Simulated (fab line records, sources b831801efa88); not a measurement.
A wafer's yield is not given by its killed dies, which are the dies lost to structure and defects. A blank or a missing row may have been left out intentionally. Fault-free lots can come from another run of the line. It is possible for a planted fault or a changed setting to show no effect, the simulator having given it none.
Problem report in the 8D (eight disciplines) form, filled by code	flow gf180mcu	the parts of the form that need people (team, actions taken, sign-off) are left out

## 1. WHAT IS WRONG
V4_W_RS at GF_V4_RS_MEAS_24 reads a mean of 0.213 ohm/sq on 4 wafers of 2 lots; wafers without a fault read 0.329 ohm/sq with a standard deviation of 0.0044. Measured from the usual mean, that is -26 standard deviations.
The step: measures by four-point-probe.
First observed at day 26 16:19: wafer L440.4, on filmMetro-01. Wafers with a number at this step in the record: 30, from 10 lots. By rule, "out" or "out of limits" means more than 4 standard deviations away from the usual mean. The other wafers with a number count as sound.

## 2. WHAT IT IS, WHAT IT ISN'T
question	is	is not
which readings at this step	V4_W_RS	-
which lots	L440, L441	L435, L438, L444, L449, L450, L454, L455, L456
which wafers of those lots	L440.4, L440.6, L441.2, L441.5	L440.3, L441.3
read on which gauges	filmMetro-01, filmMetro-02	filmMetro-03
when	from day 26 16:19	up to then (7 sound wafers); but 19 sound wafers of L441, L444, L449, L450, L454, L455, L456 came after

## 3. THE SUSPECTS, EACH WITH WHAT RULES IT OUT
Counting: a tool at a process step up to the reading stays a suspect if it ran every lot that is out. Sound lots after the first of them don't rule it out here, since some wafers of a struck lot are sound.
- the gauge at GF_V4_RS_MEAS_24 is ruled out. Those wafers that are out were read across 2 gauges (filmMetro-01, filmMetro-02).
- cvdW-01 at GF_V4_CVD_23 (deposits W, target thk 350 nm, time 104.9 s): kept. Ran every lot that is out, first one L440 (day 26 16:11); last sound lot up to then L438 (day 26 00:14).
- Within cvdW-01 at GF_V4_CVD_23: the wafers that are out ran in chamber 0; their sound lot-mates ran in chamber 1.
Remaining after the count: cvdW-01 at GF_V4_CVD_23.

## 4. THE CAUSE (what the simulator had put in)
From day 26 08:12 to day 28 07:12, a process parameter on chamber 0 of cvdW-01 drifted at GF_V4_CVD_23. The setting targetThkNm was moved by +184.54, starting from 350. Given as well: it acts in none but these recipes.
The count eliminated every tool but this one.

## 5. SEQUENCE OF EFFECTS, ordered by route
One row per reading whose mean, taken over the struck wafers that have a number, lies over 3 standard deviations from the usual. Readings are gone through only where the record gives a usual standard deviation; hours: the median, over the lots, of the time from a lot's start at the first step in this table giving one to that lot's start at this step; sigmas: the change measured in usual standard deviations.
hours	step	reading	usual	on struck wafers	change	sigmas
0	GF_V4_RS_MEAS_24	V4_W_RS	0.329 ohm/sq	0.213	-0.116	-26
3	GF_V4_THK_MEAS_25	V4_W_THK	349 nm	538	+189	+32
9	GF_V4_CMP_26	timeToEndpointS	84 s	127	+43	+11
Its process steps:
- GF_V4_CMP_26: polishes, stops on SiO2, t overpolish 15 s, target thk 0 nm.
Later measuring or inspecting steps at which every struck wafer that the step has a row for has a number for every such reading, and none has moved that far: GF_MIM_THK_MEAS_06.

## 6. HOW IT WOULD HAVE BEEN CAUGHT EARLIER
Counted from the fault's start at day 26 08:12, it took 8 hours until the first out-of-limits reading at a measuring or inspecting step in this record, taken at day 26 16:19.
Tool readings at GF_V4_CVD_23 with a usual standard deviation given in the record: none out on any struck wafer, hence no alarm at a limit of 4 standard deviations on them.
L441, from the lots that are out (2), started GF_V4_CVD_23 on cvdW-01 later than day 26 16:19. A tool hold placed at that time would have kept it from harm.
